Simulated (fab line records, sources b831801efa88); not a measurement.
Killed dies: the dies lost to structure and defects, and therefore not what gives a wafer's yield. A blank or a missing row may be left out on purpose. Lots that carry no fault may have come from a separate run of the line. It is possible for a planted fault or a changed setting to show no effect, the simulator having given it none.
Which of the tools did it?    flow gf180mcu    36 wafers from 13 lots sampled at 3 of the route's 602 steps

WHAT EACH GAUGE READ, for each wafer
GF_STI_THK_MEAS_02. Usual: STI_OXIDATION_THK 10.41 nm, standard deviation 0.2.
lot   measured     on             STI_OXIDATION_THK (nm)  flag
L703  day 1 11:31  film_metro-04  10.48 10.58             
L706  day 2 02:31  film_metro-04  10.56 10.73 10.68       
L707  day 2 08:20  film_metro-02  10.44 10.58 10.66       
L708  day 2 12:31  film_metro-04  10.57 10.57 10.59       
L710  day 2 22:34  film_metro-02  10.11 10.28 10.21       
L715  day 3 23:51  film_metro-04  10.10 10.02 9.89        
L716  day 4 04:31  film_metro-02  10.54 10.68 10.53       
L718  day 4 14:31  film_metro-01  10.45 10.36 10.34       
L721  day 5 05:31  film_metro-01  10.00 10.09 10.17       
L722  day 5 10:31  film_metro-04  10.74 10.75 10.76       
L723  day 5 15:31  film_metro-02  10.30 10.15             
L725  day 6 01:34  film_metro-04  10.22 10.23             
L726  day 6 06:50  film_metro-02  10.27 10.38 10.28       

GF_HV_LDD_TW_MEAS_23. Usual: HV_LDD_2_TW 1058, standard deviation 9.6.
lot   measured      on             HV_LDD_2_TW     flag
L703  day 10 21:34  film_metro-02  1071 1063       
L706  day 11 15:25  film_metro-01  1051 1043 1053  
L707  day 12 01:49  film_metro-02  1069 1068 1067  
L708  day 12 08:07  film_metro-03  1045 1045 1039  
L710  day 13 06:29  film_metro-03  1044 1046 1043  
L715  day 14 15:38  film_metro-03  936 933 930     OFF
L716  day 14 21:44  film_metro-02  940 932 941     OFF
L718  day 15 09:47  film_metro-03  928 926 924     OFF
L721  day 16 12:32  film_metro-03  1053 1052 1053  
L722  day 16 18:41  film_metro-03  1050 1049 1052  
L723  day 17 03:59  film_metro-02  1072 1070       
L725  day 17 18:56  film_metro-03  1052 1054       
L726  day 17 23:35  film_metro-02  1068 1069 1068  

TOOL THAT RAN EACH LOT (tool first, then ch and the chambers of the sampled wafers, then the start)
lot   GF_HV_LDD_IMPLANT_21
L703  implanter-01 ch 0, day 10 21:19
L706  implanter-01 ch 0, day 11 15:11
L707  implanter-02 ch 0, day 12 01:34
L708  implanter-02 ch 0, day 12 07:52
L710  implanter-01 ch 0, day 13 06:14
L715  implanter-01 ch 0, day 14 15:23
L716  implanter-01 ch 0, day 14 21:31
L718  implanter-01 ch 0, day 15 09:32
L721  implanter-02 ch 0, day 16 12:19
L722  implanter-02 ch 0, day 16 18:26
L723  implanter-02 ch 0, day 17 03:44
L725  implanter-02 ch 0, day 17 18:44
L726  implanter-03 ch 0, day 17 23:22
- GF_HV_LDD_IMPLANT_21

AS READ BY THE TOOLS THEMSELVES (means over the sampled wafers that have a number; for cases with no such wafer, the mark the record gives instead)
GF_HV_LDD_IMPLANT_21. Usual: dose_ions_cm2 5.001e+13, standard deviation 6.1e+10; faraday_current_uA 282, standard deviation 5.8.
lot   tool          dose_ions_cm2  faraday_current_uA  flag
L703  implanter-01  5.002e+13      284                 
L706  implanter-01  5.001e+13      282                 
L707  implanter-02  5.002e+13      283                 
L708  implanter-02  5.008e+13      284                 
L710  implanter-01  5.005e+13      280                 
L715  implanter-01  3.363e+13      189                 OFF
L716  implanter-01  3.363e+13      195                 OFF
L718  implanter-01  3.357e+13      189                 OFF
L721  implanter-02  5.009e+13      279                 
L722  implanter-02  5.004e+13      280                 
L723  implanter-02  4.998e+13      282                 
L725  implanter-02  5.002e+13      282                 
L726  implanter-03  5.004e+13      289                 

THE ANSWER, worked out from the rows above alone
Rule: take the mean of a lot's wafers that have a number; if it is more than 3 standard deviations from the usual mean, the lot is off. A lot without any number at a reading at which 4 lots or more have one is off too. All remaining lots with rows at the step are treated as sound. First the gauges in route order, then the tools' own readings, where a lot's mean is used as printed above. At the first step where some lot is off, the reading lying furthest off is the one used; lots without a number count as furthest.
Off: L715, L716, L718, at GF_HV_LDD_TW_MEAS_23 (HV_LDD_2_TW).
A tool fits if, at a process step before that reading, it ran every lot that is off, and no sound lot after the first of them. The gauges at GF_HV_LDD_TW_MEAS_23 aren't tried: what is off there is off at GF_HV_LDD_IMPLANT_21 too, on other tools, and a gauge's error can't cause that. One fits: GF_HV_LDD_IMPLANT_21 on implanter-01. Its last sound lot is L710 (day 13 06:14), its first lot that is off L715 (day 14 15:23): a fault that began between those two fits.
The tool's own readings at GF_HV_LDD_IMPLANT_21 bear it out: on the lots that are off they differ by more than 5 times the standard deviation of the sound lots' means. dose_ions_cm2 reads 3.361e+13 there against 5.004e+13 on the sound lots; faraday_current_uA reads 191 there against 282 on the sound lots.

WHAT THE SIMULATOR PUT IN
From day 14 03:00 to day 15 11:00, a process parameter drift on implanter-01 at GF_HV_LDD_IMPLANT_21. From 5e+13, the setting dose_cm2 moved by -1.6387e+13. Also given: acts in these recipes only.
Struck lots among those shown: L715, L716, L718. This agrees with what the rule above found.
